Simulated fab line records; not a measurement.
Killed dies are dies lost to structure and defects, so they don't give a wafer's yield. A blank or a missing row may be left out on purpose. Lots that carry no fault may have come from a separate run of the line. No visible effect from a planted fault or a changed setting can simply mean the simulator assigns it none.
A lot that was struck, set against a sound lot / flow sky130 / 15 steps out of a route of 708
Sound: these wafers, L471.1, L471.3, L471.6. Struck: wafers L481.3, L481.6 (left out: L481.1, a lot-mate that was not struck); the cause follows at the end.
Order at every step that has rows: each side's tool, ch and its chambers, its first start. Under that, the readings that differ: sound wafers / struck wafers / difference of the means / sigmas: that difference in standard deviations of wafers without a fault.
alike: words and numbers the same on both sides, and readings whose means are apart by under 2 such deviations; not compared: readings that were withheld, readings missing a value for some wafer, numbers with overlapping values and no deviation given by the record, and bounds like >300 which may hide the same value.
Wherever a step has rows on one side only, a row that says differs or no value, or a row with sigmas, the two part there. When numbers do not overlap yet have no deviation, they are printed without sigmas and do not part them. A reading that every wafer of one side lacks parts them only if that side has two wafers or more.

first, 7 steps without rows for these wafers: SKY_METAL3_HMDS_06 (prime time 60 s); SKY_METAL3_COAT_07 (resist thk 60 nm); SKY_METAL3_COAT_08 (resist thk 1140 nm); SKY_METAL3_SOFTBAKE_09 (time 90 s); SKY_METAL3_EXPOSE_10 (exposes mask MM3, target cd 300 nm); SKY_METAL3_PEB_11; SKY_METAL3_DEVELOP_12 (develop time 60 s).
SKY_METAL3_CD_MEAS_13: target cd 300 nm.
  sound: cdSem-01 at day 39 11:24; struck: cdSem-02 at day 42 11:11
  alike: cdNm
SKY_METAL3_OVL_MEAS_14:
  sound: overlay-01 at day 39 11:31; struck: overlay-02 at day 42 11:19
reading=METAL3_OVL (nm); sound=-8 -5 1; struck=11 9; difference=+14; sigmas=+3
SKY_METAL3_DESCUM_15: chemistry O2, time 8 s.
  sound on rieMetal-01 ch 0,1, day 39 11:34; struck on rieMetal-02 ch 0,1, day 42 11:21
  alike: drypumpMotorCurrentA, oesProductAu, tempC
  not compared: rfHoursCounterH
SKY_METAL3_ETCH_16: etches BARC in N2/H2, stops on SiO2, time 88.2 s, target depth 60 nm.
  sound on rieMetal-01 ch 0,1, day 39 11:35; struck on rieMetal-02 ch 0,1, day 42 11:23
  alike: drypumpMotorCurrentA, oesProductAu, throttleValvePct
  not compared: rfHoursCounterH
SKY_METAL3_ETCH_17: etches SiO2 in C4F8/O2/Ar, stops on TiN, time 3.9 s, target depth 15 nm.
  sound on rieDiel-03 ch 2,3, day 39 11:41; struck on rieDiel-04 ch 1,2, day 42 11:29
  alike: oesProductAu
  not compared: rfHoursCounterH
SKY_METAL3_METAL_ETCH_18: etches the open film in Cl2/BCl3, stops on SiO2, target depth 845 nm, time 183.1 s.
  sound on rieMetal-04 ch 0,1, day 39 11:43; struck on rieMetal-04 ch 1, day 42 11:30
reading=oesProductAu (a.u.); sound=0.863 0.861 0.859; struck=0.705 0.708; difference=-0.155; sigmas=-23
reading=model.etch.depthNm (nm); sound=869.3 856.6 854.2; struck=578.5 579.1; difference=-281.2; sigmas=
reading=model.METAL3.featureDepthNm (nm); sound=869.3 856.6 854.2; struck=578.5 579.1; difference=-281.2; sigmas=
reading=model.KrF-thick_of_METAL3_COAT_08.thkNm (nm); sound=530.5 533.4 532.5; struck=789.8 785.8; difference=+255.7; sigmas=
  alike: drypumpMotorCurrentA, mfcCl2Sccm, throttleValvePct
  not compared: rfHoursCounterH
SKY_METAL3_STRIP_19: strips in O2/N2.
  sound on plasmaAsher-02 ch 0,1, day 39 11:53; struck on plasmaAsher-02 ch 0,1, day 42 11:41
reading=oesProductAu (a.u.); sound=0.501 0.506 0.505; struck=0.607 0.609; difference=+0.104; sigmas=+22
reading=stripTimeToEndpointS (s); sound=6.57 6.60 6.59; struck=9.11 9.06; difference=+2.50; sigmas=+40
  alike: drypumpMotorCurrentA
  not compared: rfHoursCounterH
then, 1 step without rows for these wafers: SKY_METAL3_STRIP_20 (strips in post etch residue remover, time 1200 s).

WHERE THEY PART
Earliest at SKY_METAL3_OVL_MEAS_14; latest, in this record, at SKY_METAL3_STRIP_19.

WHY: whatever the simulator had introduced
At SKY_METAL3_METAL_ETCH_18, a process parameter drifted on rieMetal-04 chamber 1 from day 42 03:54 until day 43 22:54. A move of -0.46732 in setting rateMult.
